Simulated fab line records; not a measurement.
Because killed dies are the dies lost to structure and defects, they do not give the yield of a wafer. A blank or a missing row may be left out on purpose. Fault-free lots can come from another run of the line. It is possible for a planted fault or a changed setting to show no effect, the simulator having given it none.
8D (eight disciplines) problem report, filled in by code || flow gf180mcu || the parts of the form that need people (team, actions taken, sign-off) are left out

## 1. WHAT IS WRONG
Wafers free of any fault read 1354 (standard deviation 13) for DNWELL_TW at GF_DNWELL_TW_MEAS_09, against a mean of 1541 on 6 wafers of 2 lots. That puts it +14 standard deviations away from the usual mean.
Earliest sighting: wafer L565.2 on film-metro-02 at day 3 19:31. The record holds 36 wafers of 12 lots with a number at this step. Rule for "out" (also "out of limits"): further than 4 standard deviations from the usual mean. Any other wafer with a number is counted as sound.

## 2. WHAT THIS IS AND IS NOT
{"question": "which readings at this step", "is": "DNWELL_TW", "is not": "-"}
{"question": "which lots", "is": "L565, L566", "is not": "L561, L563, L575, L578, L579, L580, L581, L582, L583, L584"}
{"question": "which wafers of those lots", "is": "all that have a number", "is not": "-"}
{"question": "read on which gauges", "is": "film-metro-02", "is not": "film-metro-03, film-metro-04"}
{"question": "when", "is": "from day 3 19:31", "is not": "up to then (6 sound wafers); but 24 sound wafers of L575, L578, L579, L580, L581, L582, L583, L584 came after"}

## 3. WHAT RULES OUT EACH SUSPECT
Counting: any tool at a process step up to the reading is kept as a suspect provided that every lot that is out went through it and no sound lot did after the first of them.
- the gauge at GF_DNWELL_TW_MEAS_09 is ruled out. All the wafers that are out were read on film-metro-02, but those of them that GF_DNWELL_IMPLANT_07 has rows for are out there too, on other tools.
- rie-diel-03 at GF_STI_ETCH_13 (etches the open film in CHF3/O2, stops on Si, target depth 282.31 nm, time 112.9 s): ruled out as a lasting fault. After its first lot that is out, L565 (day 2 22:48), sound lots L575, L578, L580, L581, L582, L583, L584 ran on it.
- implanter-03 at GF_DNWELL_IMPLANT_07: ruled out as a lasting fault. After its first lot that is out, L565 (day 3 19:17), sound lots L579, L582, L584 ran on it.
Left after counting: nothing in the record.

## 4. THE CAUSE (what the simulator had put in)
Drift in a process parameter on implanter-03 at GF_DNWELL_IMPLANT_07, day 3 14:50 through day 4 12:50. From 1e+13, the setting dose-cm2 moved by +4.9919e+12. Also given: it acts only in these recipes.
It was ruled out by counting, in error; the rule expects a fault to strike all lots run on its tool from its start on, and this fault did not.

## 5. SEQUENCE OF EFFECTS, ordered by route
Each row: a reading whose mean over the struck wafers that have a number lies more than 3 standard deviations from the usual. Only readings whose record carries a usual standard deviation are examined. hours: median over the lots of the time between each lot's start at the first step of this table that gives one and its start at this step. sigmas: the change, counted in usual standard deviations.
{"hours": 0, "step": "GF_DNWELL_IMPLANT_07", "reading": "dose-ions-cm2", "usual": 1.0001e+13, "on struck wafers": 1.4995e+13, "change": "+4.9938e+12", "sigmas": "+99 or more"}
{"hours": 0, "step": "GF_DNWELL_IMPLANT_07", "reading": "faraday-current-uA", "usual": 56.4, "on struck wafers": 83.9, "change": "+27.5", "sigmas": "+25"}
{"hours": 0, "step": "GF_DNWELL_TW_MEAS_09", "reading": "DNWELL_TW", "usual": 1354, "on struck wafers": 1541, "change": "+187", "sigmas": "+14"}
It contains these process steps:
- GF_DNWELL_IMPLANT_07

## 6. HOW IT WOULD HAVE BEEN CAUGHT EARLIER
5 hours passed between the start of the fault at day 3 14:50 and the first reading out of limits at a measuring or inspecting step in this record, taken at day 3 19:31.
The tool's own readings at GF_DNWELL_IMPLANT_07 were out on every struck wafer that the step has a row for (dose-ions-cm2, faraday-current-uA): an alarm limit on them would have fired on the first of those.
